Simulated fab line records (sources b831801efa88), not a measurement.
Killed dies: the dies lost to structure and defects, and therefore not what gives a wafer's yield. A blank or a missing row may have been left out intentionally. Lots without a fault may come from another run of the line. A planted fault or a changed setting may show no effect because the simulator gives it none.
The same fault as seen by 2 desks :: flow gf180mcu :: what lay behind the numbers comes last; until then each desk has only its own

## THE TOOL OWNER'S DESK: implanter-01
For each lot that ran on this tool, the mean over its sampled wafers that have a number, from the tool's own readings at GF_PSD_IMPLANT_09. Marked OUT: a lot whose mean sits more than 4 standard deviations from the usual mean, which makes it out of limits; the brackets give that distance.
Columns: A = beam-energy-keV at GF_PSD_IMPLANT_09, usual 40.002; B = tilt-deg at GF_PSD_IMPLANT_09, usual 7.000 degrees
lot: L599
first seen here: day 16 17:02
A: 39.992
B: 6.992

lot: L604
first seen here: day 18 03:28
A: 28.919 (-99 or more) OUT
B: 7.004

lot: L606
first seen here: day 18 19:16
A: 28.916 (-99 or more) OUT
B: 6.999
Finding of this desk: L604, L606 out of limits; the first was L604 at day 18 03:28, on beam-energy-keV at GF_PSD_IMPLANT_09. In limits: L599.

## AT THE METROLOGY DESK
What the gauges read, lot by lot, whatever tool the lot ran on: means of the sampled wafers that have a number. Marked OUT: a lot whose mean sits more than 4 standard deviations from the usual mean, which makes it out of limits; the brackets give that distance.
Columns: A = PSD_TW at GF_PSD_TW_MEAS_11, usual 3170; B = PSD_RS at GF_PSD_RS_MEAS_15, usual 108.57 ohm/sq; C = CONTACT_CVD_02_THK at GF_CONTACT_THK_MEAS_03, usual 865 nm
lot: L597
first seen here: day 15 17:49
A: 3138
B: 108.63
C: 875

lot: L599
first seen here: day 16 17:16
A: 3198
B: 108.92
C: 865

lot: L604
first seen here: day 18 03:43
A: 2879 (-12) OUT
B: 125.72 (+64) OUT
C: 851

lot: L605
first seen here: day 18 11:22
A: 3210
B: 108.58
C: 861

lot: L606
first seen here: day 18 19:31
A: 2873 (-12) OUT
B: 126.07 (+65) OUT
C: 865

lot: L609
first seen here: day 20 08:31
A: 3186
B: 108.65
C: 870

lot: L611
first seen here: day 20 20:58
A: 3173
B: 108.65
C: 871

lot: L613
first seen here: day 21 13:37
A: 3174
B: 108.46
C: 878

lot: L614
first seen here: day 21 18:30
A: 3182
B: 108.32
C: 863

lot: L615
first seen here: day 22 08:34
A: 3153
B: 108.34
C: 884

lot: L617
first seen here: day 22 21:06
A: 3192
B: 108.93
C: 888
This desk finds L604, L606 out of limits, with the earliest case on L604 at day 18 03:43 (PSD_TW at GF_PSD_TW_MEAS_11). In limits: L597, L599, L605, L609, L611, L613, L614, L615, L617.

## ALL TOGETHER
At day 18 03:28, on L604, L606, the tool owner's desk was in a position to raise an alarm.
An alarm was possible from the metrology desk at day 18 03:43, on L604, L606.
Of the lots named, all ran GF_PSD_IMPLANT_09 on implanter-01.

## WHAT WAS PUT IN BY THE SIMULATOR
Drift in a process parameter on implanter-01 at GF_PSD_IMPLANT_09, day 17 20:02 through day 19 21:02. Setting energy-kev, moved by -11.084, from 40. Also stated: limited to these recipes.
Lots struck among those shown: L604, L606.
Delay (hours) between the fault's onset and each desk's first out-of-limits reading: 7 at the tool owner's desk, 8 at the metrology desk.
